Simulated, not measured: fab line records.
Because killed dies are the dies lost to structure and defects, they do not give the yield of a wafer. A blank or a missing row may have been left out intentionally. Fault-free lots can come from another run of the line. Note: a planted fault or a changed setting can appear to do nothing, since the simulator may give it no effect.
Code-filled problem report in 8D (eight disciplines) form -- flow gf180mcu -- the parts of the form that need people (team, actions taken, sign-off) are left out

== 1. THE PROBLEM ==
Wafers with no fault read 3000.1 W with a standard deviation of 0.51, whereas cathode dc power W at GF_M2_SPUTTER_03 reads a mean of 3522.9 W on 1 wafer of 1 lot. That is +99 or more standard deviations from the usual mean.
The step: material Ti, target thk 10 nm, time 6.7 s.
Seen first at day 23 19:07 on pvd sputter-03, wafer L197.1. At this step, 36 wafers from 12 lots have a number in the record. The rule behind "out" and "out of limits": a value lying over 4 standard deviations away from the usual mean. All remaining wafers that have a number are taken as sound.

== 2. WHAT IT IS, WHAT IT ISN'T ==
question,is,is not
which readings at this step,cathode dc power W,throttle valve pct
which lots,L197,"L182, L183, L184, L185, L186, L187, L189, L198, L201, L203, L205"
which wafers of those lots,L197.1,"L197.2, L197.3"
read on which tools,pvd sputter-03,"pvd sputter-02, pvd sputter-04"
when,from day 23 19:07,"up to then (23 sound wafers); but 12 sound wafers of L198, L201, L203, L205 came after"

== 3. WHAT RULES OUT EACH SUSPECT ==
Counting: any tool at a process step up to the reading remains a suspect provided it ran every lot that is out. Sound lots after the first of them don't rule it out here, since some wafers of a struck lot are sound.
- rie diel-03 at GF_V1_ETCH_16 (etches BARC in N2/H2): kept. The lot that is out, L197, ran on it at day 23 17:37; the last sound lot it ran before that was L184, at day 18 21:59.
- cmp-02 at GF_V1_CMP_26 (polishes, stops on SiO2, t overpolish 15 s, target thk 0 nm): kept. The lot that is out, L197, ran on it at day 23 18:40; the last sound lot it ran before that was L189, at day 20 22:05.
- pvd sputter-03 at GF_M2_SPUTTER_03 (material Ti, target thk 10 nm, time 6.7 s): kept. The lot that is out, L197, ran on it at day 23 19:07; the last sound lot it ran before that was L186, at day 19 21:20. Its own cathode dc power W readings are out on those wafers.
- Within rie diel-03 at GF_V1_ETCH_16: the wafers that are out ran in chamber 2; their sound lot-mates ran in chambers 0, 1.
- Within cmp-02 at GF_V1_CMP_26: the wafers that are out ran in chamber 0; their sound lot-mates ran in chambers 2, 3.
rie diel-03 at GF_V1_ETCH_16, cmp-02 at GF_V1_CMP_26 and pvd sputter-03 at GF_M2_SPUTTER_03 are what is left after counting.

== 4. THE CAUSE (what the simulator had put in) ==
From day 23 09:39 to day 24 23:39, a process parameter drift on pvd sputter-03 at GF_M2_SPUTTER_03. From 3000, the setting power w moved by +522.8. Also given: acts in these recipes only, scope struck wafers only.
This tool is one of the 3 suspects left after counting.

== 5. THE CHAIN OF EFFECTS, in route order ==
Each row: a reading whose mean over the struck wafers that have a number lies more than 3 standard deviations from the usual. Readings are gone through only where the record gives a usual standard deviation; hours: the median, over the lots, of the time from a lot's start at the first step in this table giving one to that lot's start at this step; sigmas: the change measured in usual standard deviations.
hours,step,reading,usual,on struck wafers,change,sigmas
0,GF_M2_SPUTTER_03,cathode dc power W,3000.1 W,3522.9,+522.8,+99 or more
Here are the process steps it includes:
- GF_M2_SPUTTER_03: material Ti, target thk 10 nm, time 6.7 s.
Later steps that measure or inspect, where all struck wafers having a row at the step show a number for every such reading and not one has moved that far: GF_M2_RS_MEAS_05.

== 6. WHAT WOULD HAVE CAUGHT IT SOONER ==
In this record the first reading out of limits was taken at day 23 19:07, 9 hours after the fault began at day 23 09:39.
